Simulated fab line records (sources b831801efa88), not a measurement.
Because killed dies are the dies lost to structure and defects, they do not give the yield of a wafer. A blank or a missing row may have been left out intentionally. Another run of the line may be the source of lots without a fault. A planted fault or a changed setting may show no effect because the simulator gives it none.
fab line records	flow sky130
[record] lots = 14	wafers = 42	last-day = 55
route steps=708 shown VT_ADJUST_NCORE@130 SONOS_TUNNEL@162 SONOS_ONO@171 POLY_GATE@204 PAD_OPEN@708
lots that met no fault: taken from a fault-free run of the same line
start-h: hours from the record's opening day to when the first of the lot's shown wafers began	wait-h: hours since the lot's step before	" the same as in the row above	L1.1+2: several wafers, shown together as one row	- no value, or no start given	* or withheld: withheld	< > ~ a bound
route shown NAME@n: NAME is a module with steps in the file, n the number in the route of the first one	usual: mean and standard deviation over wafers with no fault	same: alike in all rows	chamber/n: place in a boat	sites: the reading at each site	_std_site: standard deviation of those values	_edge_site: inner sites' mean taken away from outer sites' mean	radius-mm: how far each site lies from the wafer's centre	mask NAME#n: copy n	behind: tool/chamber where the wafer was last shaped	hold: reason for holding the lot/hours on hold/outcome of the hold	device: whichever transistor did not switch (one of n, p or np)	end of line: tests of these same wafers at the route's end	a step with no rows: only its recipe	killed: not the wafer's yield, but the dies lost to structure and defects at the first sort	map: the dies of a wafer, with x for killed, . for not killed, _ for no die there
set.NAME: the setting as run; set.NAME@STEP: as run at that earlier step	model.NAME: the simulator's own value behind a step, which no gauge read
a sample of lots followed through the steps of the route, with each step as a table and each wafer as a row
services: the hour from which a tool's chamber was out of use, counted from the record's first day as start-h (under 0 if before that day), plus the number of hours and why
[[steps]]
[step SKY_VT_ADJUST_NCORE_TW_MEAS_11]
[usual] VT_ADJUST_NCORE_TW = 219.4/1.4
lot.wafer	tool	chamber	start-h	wait-h	VT_ADJUST_NCORE_TW
L242.2	film-metro-01	-	176.65	0.1	218.4
L242.3	"	-	"	"	219.3
L242.5	"	-	"	"	218.1
L244.1	film-metro-04	-	191.45	0.1	221.1
L244.2	"	-	"	"	222.3
L244.3	"	-	"	"	220.8
L245.3	film-metro-03	-	206.56	0.1	219.2
L245.5	"	-	"	"	219.6
L245.6	"	-	"	"	219.4
L246.2	film-metro-03	-	210.79	0.1	217.0
L246.3	"	-	"	"	219.2
L246.5	"	-	"	"	219.9
L248.2	film-metro-03	-	225.66	0.1	219.6
L248.3	"	-	"	"	219.0
L248.4	"	-	"	"	218.7
L250.3	film-metro-01	-	239.85	0.1	217.4
L250.4	"	-	"	"	217.6
L250.5	"	-	"	"	218.6
L251.1	film-metro-04	-	257.98	0.1	219.3
L251.4	"	-	"	"	219.9
L251.5	"	-	"	"	220.3
L252.2	film-metro-04	-	262.11	0.1	219.8
L252.3	"	-	"	"	220.7
L252.5	"	-	"	"	220.7
L254.4	film-metro-01	-	269.47	0.1	217.9
L254.5	"	-	"	"	218.2
L254.6	"	-	"	"	217.6
L253.2	film-metro-03	-	270.41	0.1	219.4
L253.3	"	-	"	"	219.3
L253.4	"	-	"	"	220.4
L256.3	film-metro-04	-	280.22	0.1	220.6
L256.4	"	-	"	"	220.6
L256.6	"	-	"	"	220.7
L263.1	film-metro-03	-	334.63	0.1	221.3
L263.3	"	-	"	"	221.6
L263.4	"	-	"	"	220.5
L264.2	film-metro-04	-	340.04	0.1	220.3
L264.3	"	-	"	"	221.5
L264.4	"	-	"	"	220.7
L265.2	film-metro-03	-	344.86	0.1	219.9
L265.5	"	-	"	"	219.0
L265.6	"	-	"	"	219.6
[step SKY_SONOS_TUNNEL_OVL_MEAS_08]
[usual] SONOS_TUNNEL_OVL = -0.3/1.2
lot.wafer	tool	chamber	start-h	wait-h	SONOS_TUNNEL_OVL[nm]
L242.2	overlay-02	-	241.27	0.1	-1.0
L242.3	"	-	"	"	0.6
L242.5	"	-	"	"	-3.2
L244.1	overlay-01	-	259.38	0.1	-2.3
L244.2	"	-	"	"	0.1
L244.3	"	-	"	"	-1.7
L245.3	overlay-01	-	276.73	0.1	0.6
L245.5	"	-	"	"	-1.8
L245.6	"	-	"	"	-2.3
L246.2	overlay-01	-	281.96	0.1	-2.0
L246.3	"	-	"	"	-1.7
L246.5	"	-	"	"	-2.0
L248.2	overlay-01	-	297.47	0.1	-0.3
L248.3	"	-	"	"	-0.3
L248.4	"	-	"	"	-0.3
L250.3	overlay-01	-	313.68	0.1	1.2
L250.4	"	-	"	"	-0.1
L250.5	"	-	"	"	-0.3
L251.1	overlay-01	-	333.26	0.1	-1.5
L251.4	"	-	"	"	1.3
L251.5	"	-	"	"	0.9
L252.2	overlay-02	-	337.62	0.1	-1.4
L252.3	"	-	"	"	-0.3
L252.5	"	-	"	"	-1.7
L254.4	overlay-01	-	346.15	0.1	0.5
L254.5	"	-	"	"	0.4
L254.6	"	-	"	"	0.0
L253.2	overlay-02	-	347.12	0.1	1.9
L253.3	"	-	"	"	1.9
L253.4	"	-	"	"	0.3
L256.3	overlay-02	-	356.77	0.1	-0.4
L256.4	"	-	"	"	-0.3
L256.6	"	-	"	"	-0.9
L263.1	overlay-01	-	418.47	0.1	0.8
L263.3	"	-	"	"	0.8
L263.4	"	-	"	"	0.3
L264.2	overlay-01	-	424.87	0.1	-1.4
L264.3	"	-	"	"	-0.9
L264.4	"	-	"	"	-1.6
L265.2	overlay-02	-	431.51	0.1	0.5
L265.5	"	-	"	"	-0.1
L265.6	"	-	"	"	0.7
[step SKY_SONOS_ONO_THK_MEAS_03]
[recipe] reads = Si3N4_of_SONOS_ONO_CVD_02
[usual] SONOS_ONO_CVD_02_THK = 10.49/0.16
lot.wafer	tool	chamber	start-h	wait-h	SONOS_ONO_CVD_02_THK[nm]
L242.2	film-metro-01	-	246.50	0.0	10.44
L242.3	"	-	"	"	10.45
L242.5	"	-	"	"	10.48
L244.1	film-metro-01	-	263.79	0.0	10.41
L244.2	"	-	"	"	10.48
L244.3	"	-	"	"	10.62
L245.3	film-metro-01	-	281.06	0.0	10.23
L245.5	"	-	"	"	10.33
L245.6	"	-	"	"	10.32
L246.2	film-metro-01	-	285.34	0.0	10.41
L246.3	"	-	"	"	10.47
L246.5	"	-	"	"	10.56
L248.2	film-metro-03	-	302.58	0.0	10.71
L248.3	"	-	"	"	10.65
L248.4	"	-	"	"	10.68
L250.3	film-metro-01	-	324.65	0.0	10.41
L250.4	"	-	"	"	10.45
L250.5	"	-	"	"	10.45
L251.1	film-metro-01	-	344.65	0.0	10.33
L251.4	"	-	"	"	10.33
L251.5	"	-	"	"	10.29
L252.2	film-metro-03	-	344.66	0.0	10.63
L252.3	"	-	"	"	10.49
L252.5	"	-	"	"	10.58
L254.4	film-metro-04	-	355.44	0.0	10.59
L254.5	"	-	"	"	10.48
L254.6	"	-	"	"	10.68
L253.2	film-metro-03	-	356.47	0.0	10.52
L253.3	"	-	"	"	10.57
L253.4	"	-	"	"	10.53
L256.3	film-metro-01	-	362.31	0.0	10.43
L256.4	"	-	"	"	10.40
L256.6	"	-	"	"	10.47
L263.1	film-metro-03	-	425.36	0.0	10.55
L263.3	"	-	"	"	10.50
L263.4	"	-	"	"	10.42
L264.2	film-metro-01	-	435.24	0.0	10.78
L264.3	"	-	"	"	10.90
L264.4	"	-	"	"	10.70
L265.2	film-metro-03	-	435.24	0.0	10.35
L265.5	"	-	"	"	10.31
L265.6	"	-	"	"	10.41
[step SKY_POLY_GATE_CVD_00]
[recipe] material = poly-Si	target-thk-nm = 180	temp-c = 620	time-s = 720	pressure-mtorr = 200
lot.wafer	tool	chamber	start-h	wait-h
L242.2+3+5	lpcvd-01	0	302.08	0.0
L244.1+2+3	lpcvd-01	0	320.29	0.0
L245.3+5+6	lpcvd-01	0	347.30	0.0
L246.2+3+5	lpcvd-01	0	354.91	0.0
L248.2+3+4	lpcvd-01	0	367.81	0.0
L250.3+4+5	lpcvd-01	1	388.31	0.0
L251.1+4+5	lpcvd-01	0	407.92	0.0
L252.2+3+5	lpcvd-01	1	407.92	0.0
L253.2+3+4	lpcvd-01	1	420.32	0.0
L254.4+5+6	lpcvd-01	0	420.32	0.0
L264.2+3+4	lpcvd-01	0	501.76	0.0
L265.2+5+6	lpcvd-01	0	503.30	0.0
L256.3+4+6	lpcvd-01	1	551.60	120.0
L263.1+3+4	lpcvd-01	0	613.06	120.0
[step SKY_PAD_OPEN_PROBE_99]
[usual] killed_at_M0_to_M3 = 44/7.5	killed_at_M4_up = 2.9/1.8	killed-at-contacts = 24/5.1	killed-at-front-end = 16/4.7	killed-at-other = 0.3/0.46	killed-dies = 87/9.9	killed-open = 47/8	killed-short = 39/6.3
[same] gross-dies = 492	killed-at-back-side = 0
lot.wafer	tool	chamber	start-h	wait-h	killed_at_M0_to_M3	killed_at_M4_up	killed-at-contacts	killed-at-front-end	killed-at-other	killed-dies	killed-open	killed-short
L242.2	prober-01	-	1068.30	0.1	40	2	22	22	0	86	54	32
L242.3	prober-01	-	1068.35	0.2	31	4	26	14	0	75	37	38
L242.5	prober-01	-	1068.45	0.2	39	2	20	11	0	72	44	28
L244.1	prober-01	-	1085.50	0.1	47	2	25	17	0	91	52	39
L244.2	prober-01	-	1085.55	0.1	47	2	30	21	0	100	49	51
L244.3	prober-01	-	1085.60	0.2	42	0	28	19	1	90	50	40
L245.3	prober-02	-	1102.45	0.2	47	2	29	15	1	94	55	38
L245.5	prober-02	-	1102.55	0.2	47	2	18	9	0	76	39	36
L245.6	prober-02	-	1102.60	0.2	56	1	21	13	1	92	47	43
L246.2	prober-01	-	1103.75	0.1	48	1	18	11	1	79	35	43
L246.3	prober-01	-	1103.80	0.2	42	1	23	8	1	75	42	31
L246.5	prober-01	-	1103.90	0.2	60	3	23	16	1	103	49	53
L248.2	prober-02	-	1117.35	0.1	43	1	23	14	0	81	42	39
L248.3	prober-02	-	1117.40	0.2	34	2	23	13	0	72	38	34
L248.4	prober-02	-	1117.45	0.2	39	1	19	18	0	77	43	34
L250.3	prober-01	-	1130.45	0.2	33	4	35	12	0	84	55	29
L250.4	prober-01	-	1130.50	0.2	50	2	24	20	1	97	58	38
L250.5	prober-01	-	1130.55	0.2	37	0	32	21	0	90	50	39
L252.2	prober-02	-	1145.30	0.1	39	0	28	25	0	92	63	29
L252.3	prober-02	-	1145.35	0.2	39	2	27	21	1	90	47	41
L252.5	prober-02	-	1145.45	0.2	46	3	17	25	0	91	53	34
L251.1	prober-01	-	1147.52	0.1	42	3	22	15	0	82	49	33
L251.4	prober-01	-	1147.67	0.2	45	3	20	15	0	83	49	34
L251.5	prober-01	-	1147.72	0.2	36	2	21	18	0	77	37	40
L254.4	prober-01	-	1153.47	0.2	42	3	21	24	1	91	43	46
L254.5	prober-01	-	1153.52	0.2	51	7	23	23	0	104	53	50
L254.6	prober-01	-	1153.57	0.2	41	1	16	14	0	72	35	37
L253.2	prober-02	-	1154.25	0.1	42	1	22	17	0	82	47	35
L253.3	prober-02	-	1154.30	0.2	45	2	24	20	0	91	62	29
L253.4	prober-02	-	1154.35	0.2	33	2	24	16	1	76	41	35
L264.2	prober-01	-	1196.72	0.1	33	7	22	19	1	82	42	40
L264.3	prober-01	-	1196.77	0.2	55	6	21	12	0	94	47	47
L264.4	prober-01	-	1196.82	0.2	31	1	30	9	0	71	44	27
L265.2	prober-02	-	1198.25	0.1	44	1	33	17	0	95	64	31
L265.5	prober-02	-	1198.40	0.2	53	1	18	22	1	95	54	40
L265.6	prober-02	-	1198.45	0.2	30	4	26	22	0	82	39	43
L256.3	prober-01	-	1276.10	0.2	39	2	21	23	1	86	51	34
L256.4	prober-01	-	1276.15	0.2	39	2	16	12	0	69	33	35
L256.6	prober-01	-	1276.25	0.2	52	5	20	19	0	96	52	43
L263.1	prober-02	-	1312.30	0.1	49	2	15	12	0	78	37	41
L263.3	prober-02	-	1312.40	0.2	33	2	20	7	1	63	31	30
L263.4	prober-02	-	1312.45	0.2	51	4	27	9	0	91	57	34
// killed by level:class
L242.2 VIA1:geometric-particle:open=12 LI_CONTACT:geometric-particle:open=8 VIA3:geometric-particle:open=8 CONTACT:geometric-particle:short=6 FIELD_ISO:geometric-particle:short=5 POLY_GATE:geometric-particle:short=5 VIA2:geometric-particle:open=5 POLY_GATE:geometric-particle:open=4
L242.3 LI_CONTACT:geometric-particle:open=9 VIA1:geometric-particle:open=8 CONTACT:geometric-particle:short=7 VIA2:geometric-particle:open=7 CONTACT:geometric-particle:open=7 POLY_GATE:geometric-particle:short=6 FIELD_ISO:geometric-particle:short=4 METAL4:geometric-particle:short=4
L242.5 CONTACT:geometric-particle:open=13 VIA2:geometric-particle:open=9 VIA1:geometric-particle:short=5 VIA2:geometric-particle:short=5 VIA1:geometric-particle:open=4 FIELD_ISO:geometric-particle:open=3 POLY_GATE:geometric-particle:open=3 SPACER:geometric-particle:open=3
L244.1 VIA1:geometric-particle:open=10 CONTACT:geometric-particle:open=9 FIELD_ISO:geometric-particle:open=6 VIA2:geometric-particle:open=6 METAL1:geometric-particle:short=6 LI_CONTACT:geometric-particle:open=5 METAL1:geometric-particle:open=5 CONTACT:geometric-particle:short=5
L244.2 CONTACT:geometric-particle:open=10 VIA1:geometric-particle:open=8 LI_CONTACT:geometric-particle:open=7 VIA2:geometric-particle:short=7 FIELD_ISO:geometric-particle:short=6 METAL1:geometric-particle:short=6 LI_CONTACT:geometric-particle:short=5 VIA1:geometric-particle:short=5
L244.3 VIA1:geometric-particle:open=11 LOCAL_INTERCONNECT:geometric-particle:short=9 CONTACT:geometric-particle:open=8 VIA3:geometric-particle:open=8 CONTACT:geometric-particle:short=5 VIA2:geometric-particle:open=5 FIELD_ISO:geometric-particle:short=4 LI_CONTACT:geometric-particle:open=4
L245.3 LI_CONTACT:geometric-particle:open=10 CONTACT:geometric-particle:open=10 VIA1:geometric-particle:open=10 VIA2:geometric-particle:open=8 METAL2:geometric-particle:short=6 POLY_GATE:geometric-particle:short=5 VIA3:geometric-particle:open=5 FIELD_ISO:geometric-particle:open=4
L245.5 VIA1:geometric-particle:open=7 VIA2:geometric-particle:open=6 VIA2:geometric-particle:short=5 LI_CONTACT:geometric-particle:open=5 METAL2:geometric-particle:short=5 METAL1:geometric-particle:short=5 VIA1:geometric-particle:short=5 VIA3:geometric-particle:open=5
L245.6 VIA1:geometric-particle:open=16 METAL1:geometric-particle:short=9 METAL2:geometric-particle:short=8 LI_CONTACT:geometric-particle:open=7 CONTACT:geometric-particle:open=6 VIA3:geometric-particle:open=6 VIA1:geometric-particle:short=5 FIELD_ISO:geometric-particle:open=4
L246.2 VIA1:geometric-particle:short=11 VIA3:geometric-particle:open=8 VIA1:geometric-particle:open=7 METAL2:geometric-particle:short=7 CONTACT:geometric-particle:open=6 FIELD_ISO:geometric-particle:short=4 LI_CONTACT:geometric-particle:open=4 VIA2:geometric-particle:open=4
L246.3 VIA1:geometric-particle:open=12 CONTACT:geometric-particle:open=11 VIA2:geometric-particle:open=8 METAL1:geometric-particle:short=7 LI_CONTACT:geometric-particle:open=4 VIA1:geometric-particle:short=4 METAL2:geometric-particle:short=4 FIELD_ISO:geometric-particle:short=3
L246.5 VIA1:geometric-particle:open=14 METAL1:geometric-particle:short=8 VIA1:geometric-particle:short=8 VIA2:geometric-particle:open=8 VIA3:geometric-particle:open=7 FIELD_ISO:geometric-particle:short=6 LI_CONTACT:geometric-particle:open=6 METAL2:geometric-particle:short=5
L248.2 VIA1:geometric-particle:open=10 METAL2:geometric-particle:short=8 LI_CONTACT:geometric-particle:open=7 VIA2:geometric-particle:open=7 CONTACT:geometric-particle:open=6 FIELD_ISO:geometric-particle:open=5 LOCAL_INTERCONNECT:geometric-particle:short=5 FIELD_ISO:geometric-particle:short=4
L248.3 CONTACT:geometric-particle:open=10 LI_CONTACT:geometric-particle:open=5 VIA2:geometric-particle:open=5 FIELD_ISO:geometric-particle:open=4 VIA2:geometric-particle:short=4 VIA1:geometric-particle:open=4 METAL2:geometric-particle:short=4 VIA3:geometric-particle:short=4
L248.4 VIA1:geometric-particle:open=11 METAL2:geometric-particle:short=7 VIA3:geometric-particle:open=7 FIELD_ISO:geometric-particle:open=6 CONTACT:geometric-particle:open=6 FIELD_ISO:geometric-particle:short=5 LI_CONTACT:geometric-particle:short=5 POLY_GATE:geometric-particle:open=3
L250.3 CONTACT:geometric-particle:open=13 VIA1:geometric-particle:open=11 LI_CONTACT:geometric-particle:open=10 LOCAL_INTERCONNECT:geometric-particle:short=7 POLY_GATE:geometric-particle:open=4 CONTACT:geometric-particle:short=4 FIELD_ISO:geometric-particle:open=3 POLY_GATE:geometric-particle:short=3
L250.4 VIA3:geometric-particle:open=11 CONTACT:geometric-particle:open=10 VIA2:geometric-particle:open=7 FIELD_ISO:geometric-particle:open=6 LI_CONTACT:geometric-particle:open=6 VIA1:geometric-particle:open=6 VIA1:geometric-particle:short=6 METAL1:geometric-particle:short=5
L250.5 VIA1:geometric-particle:open=11 CONTACT:geometric-particle:open=8 LI_CONTACT:geometric-particle:open=7 CONTACT:geometric-particle:short=7 VIA2:geometric-particle:open=7 POLY_GATE:geometric-particle:open=6 FIELD_ISO:geometric-particle:short=5 LOCAL_INTERCONNECT:geometric-particle:short=5
L252.2 VIA1:geometric-particle:open=14 CONTACT:geometric-particle:open=12 VIA3:geometric-particle:open=10 LI_CONTACT:geometric-particle:open=7 POLY_GATE:geometric-particle:short=6 SPACER:geometric-particle:open=6 POLY_GATE:geometric-particle:open=5 VIA2:geometric-particle:open=5
L252.3 CONTACT:geometric-particle:open=11 VIA1:geometric-particle:open=9 VIA3:geometric-particle:open=8 METAL1:geometric-particle:short=7 POLY_GATE:geometric-particle:open=6 LI_CONTACT:geometric-particle:open=6 FIELD_ISO:geometric-particle:short=5 LOCAL_INTERCONNECT:geometric-particle:short=4
L252.5 VIA1:geometric-particle:open=15 POLY_GATE:geometric-particle:open=9 VIA2:geometric-particle:open=7 VIA3:geometric-particle:open=7 LI_CONTACT:geometric-particle:open=6 CONTACT:geometric-particle:short=5 VIA1:geometric-particle:short=4 FIELD_ISO:geometric-particle:open=3
L251.1 VIA1:geometric-particle:open=14 CONTACT:geometric-particle:open=9 METAL2:geometric-particle:short=7 VIA2:geometric-particle:open=6 LI_CONTACT:geometric-particle:open=5 FIELD_ISO:geometric-particle:short=4 POLY_GATE:geometric-particle:open=4 CONTACT:geometric-particle:short=4
L251.4 VIA1:geometric-particle:open=10 VIA2:geometric-particle:open=9 CONTACT:geometric-particle:open=8 POLY_GATE:geometric-particle:short=5 METAL1:geometric-particle:short=5 VIA3:geometric-particle:open=5 SPACER:geometric-particle:open=4 VIA1:geometric-particle:short=4
L251.5 VIA1:geometric-particle:open=7 VIA2:geometric-particle:open=7 CONTACT:geometric-particle:short=6 LI_CONTACT:geometric-particle:open=5 CONTACT:geometric-particle:open=5 FIELD_ISO:geometric-particle:open=4 SPACER:geometric-particle:short=4 LI_CONTACT:geometric-particle:short=4
L254.4 VIA1:geometric-particle:open=9 CONTACT:geometric-particle:open=8 VIA2:geometric-particle:open=8 POLY_GATE:geometric-particle:short=7 POLY_GATE:geometric-particle:open=6 VIA1:geometric-particle:short=5 METAL1:geometric-particle:short=5 METAL2:geometric-particle:short=4
L254.5 VIA1:geometric-particle:open=14 METAL1:geometric-particle:short=10 CONTACT:geometric-particle:open=10 FIELD_ISO:geometric-particle:open=8 FIELD_ISO:geometric-particle:short=6 VIA1:geometric-particle:short=6 LI_CONTACT:geometric-particle:open=6 VIA2:geometric-particle:open=6
L254.6 METAL2:geometric-particle:short=7 METAL1:geometric-particle:short=7 VIA1:geometric-particle:open=6 VIA3:geometric-particle:open=5 POLY_GATE:geometric-particle:open=4 LI_CONTACT:geometric-particle:open=4 LOCAL_INTERCONNECT:geometric-particle:short=4 CONTACT:geometric-particle:open=4
L253.2 VIA1:geometric-particle:open=11 VIA3:geometric-particle:open=11 LI_CONTACT:geometric-particle:open=8 CONTACT:geometric-particle:short=8 FIELD_ISO:geometric-particle:open=6 METAL1:geometric-particle:short=5 METAL2:geometric-particle:short=5 FIELD_ISO:geometric-particle:short=4
L253.3 VIA3:geometric-particle:open=15 CONTACT:geometric-particle:open=13 FIELD_ISO:geometric-particle:open=9 VIA2:geometric-particle:open=8 VIA1:geometric-particle:open=7 VIA1:geometric-particle:short=5 FIELD_ISO:geometric-particle:short=4 LOCAL_INTERCONNECT:geometric-particle:short=4
L253.4 VIA3:geometric-particle:open=8 FIELD_ISO:geometric-particle:open=6 LI_CONTACT:geometric-particle:open=6 LOCAL_INTERCONNECT:geometric-particle:short=6 METAL1:geometric-particle:short=6 CONTACT:geometric-particle:open=5 METAL2:geometric-particle:short=5 VIA2:geometric-particle:open=5
L264.2 CONTACT:geometric-particle:open=9 METAL3:geometric-particle:short=7 VIA1:geometric-particle:open=6 POLY_GATE:geometric-particle:open=5 LI_CONTACT:geometric-particle:open=5 CONTACT:geometric-particle:short=5 VIA2:geometric-particle:open=5 FIELD_ISO:geometric-particle:open=4
L264.3 VIA1:geometric-particle:open=14 CONTACT:geometric-particle:open=8 METAL1:geometric-particle:short=6 POLY_GATE:geometric-particle:short=6 VIA1:geometric-particle:short=6 VIA2:geometric-particle:open=6 LI_CONTACT:geometric-particle:open=5 VIA3:geometric-particle:open=5
L264.4 VIA1:geometric-particle:open=10 LI_CONTACT:geometric-particle:open=8 CONTACT:geometric-particle:open=8 VIA2:geometric-particle:open=6 LOCAL_INTERCONNECT:geometric-particle:short=5 POLY_GATE:geometric-particle:open=4 LI_CONTACT:geometric-particle:short=4 CONTACT:geometric-particle:short=3
L265.2 VIA1:geometric-particle:open=17 CONTACT:geometric-particle:open=16 LI_CONTACT:geometric-particle:open=10 VIA3:geometric-particle:open=6 POLY_GATE:geometric-particle:short=5 POLY_GATE:geometric-particle:open=5 CONTACT:geometric-particle:short=5 VIA1:geometric-particle:short=5
L265.5 VIA1:geometric-particle:open=12 LI_CONTACT:geometric-particle:open=9 FIELD_ISO:geometric-particle:open=7 VIA2:geometric-particle:open=7 METAL1:geometric-particle:short=6 VIA3:geometric-particle:open=6 VIA2:geometric-particle:short=6 FIELD_ISO:geometric-particle:short=5
L265.6 FIELD_ISO:geometric-particle:short=9 LI_CONTACT:geometric-particle:open=9 CONTACT:geometric-particle:open=9 VIA2:geometric-particle:open=5 VIA1:geometric-particle:open=5 VIA3:geometric-particle:open=5 POLY_GATE:geometric-particle:short=4 METAL2:geometric-particle:short=4
L256.3 VIA1:geometric-particle:open=10 FIELD_ISO:geometric-particle:short=8 LI_CONTACT:geometric-particle:open=8 VIA3:geometric-particle:open=7 CONTACT:geometric-particle:open=6 FIELD_ISO:geometric-particle:open=5 VIA2:geometric-particle:open=5 METAL2:geometric-particle:short=4
L256.4 METAL2:geometric-particle:short=10 CONTACT:geometric-particle:open=8 FIELD_ISO:geometric-particle:open=7 VIA2:geometric-particle:open=5 VIA1:geometric-particle:open=4 VIA2:geometric-particle:short=4 FIELD_ISO:geometric-particle:short=3 METAL3:geometric-particle:short=3
L256.6 VIA1:geometric-particle:open=14 METAL2:geometric-particle:short=10 CONTACT:geometric-particle:open=9 LI_CONTACT:geometric-particle:open=7 FIELD_ISO:geometric-particle:short=6 FIELD_ISO:geometric-particle:open=6 METAL1:geometric-particle:short=6 VIA2:geometric-particle:open=5
L263.1 VIA1:geometric-particle:open=11 METAL2:geometric-particle:short=7 VIA2:geometric-particle:open=7 LI_CONTACT:geometric-particle:open=6 VIA3:geometric-particle:short=6 CONTACT:geometric-particle:short=5 VIA2:geometric-particle:short=4 METAL3:geometric-particle:short=4
L263.3 VIA2:geometric-particle:open=7 CONTACT:geometric-particle:open=6 CONTACT:geometric-particle:short=5 METAL2:geometric-particle:short=5 VIA1:geometric-particle:open=5 VIA3:geometric-particle:open=4 METAL1:geometric-particle:short=4 LI_CONTACT:geometric-particle:open=3
L263.4 CONTACT:geometric-particle:open=11 VIA1:geometric-particle:open=10 VIA3:geometric-particle:open=10 VIA2:geometric-particle:open=9 LI_CONTACT:geometric-particle:open=5 METAL2:geometric-particle:short=5 FIELD_ISO:geometric-particle:open=4 LI_CONTACT:geometric-particle:short=4
[[services]]
tool	chamber	start-h	hours	kind
lpcvd-01	-	389.51	2.8	pm
[[key]]
[first-sign] step = SKY_POLY_GATE_CVD_00	reading = wait-h	direction = changed
effect none on later readings
met-at SKY_POLY_GATE_CVD_00
struck-lots L256,L263
struck-wafers L256.3,L256.4,L256.6,L263.1,L263.3,L263.4
tester-left-out L256,L263
not-acting-at SKY_VT_ADJUST_NCORE_TW_MEAS_11,SKY_SONOS_TUNNEL_OVL_MEAS_08,SKY_SONOS_ONO_THK_MEAS_03
[fault] kind = queue-time-violation	tool = lpcvd-01	chamber = 0	onset-h = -	steps = SKY_POLY_GATE_CVD_00	delay-hr = 120	scope = struck-lots-only
// tester-left-out: of these lots the tester's yield and bins aren't shown, on N5 and GAA mostly nor the transistor test; their killed dies are dies lost to structure and defects alone, not to doping, threshold or leakage, so they don't give the yield
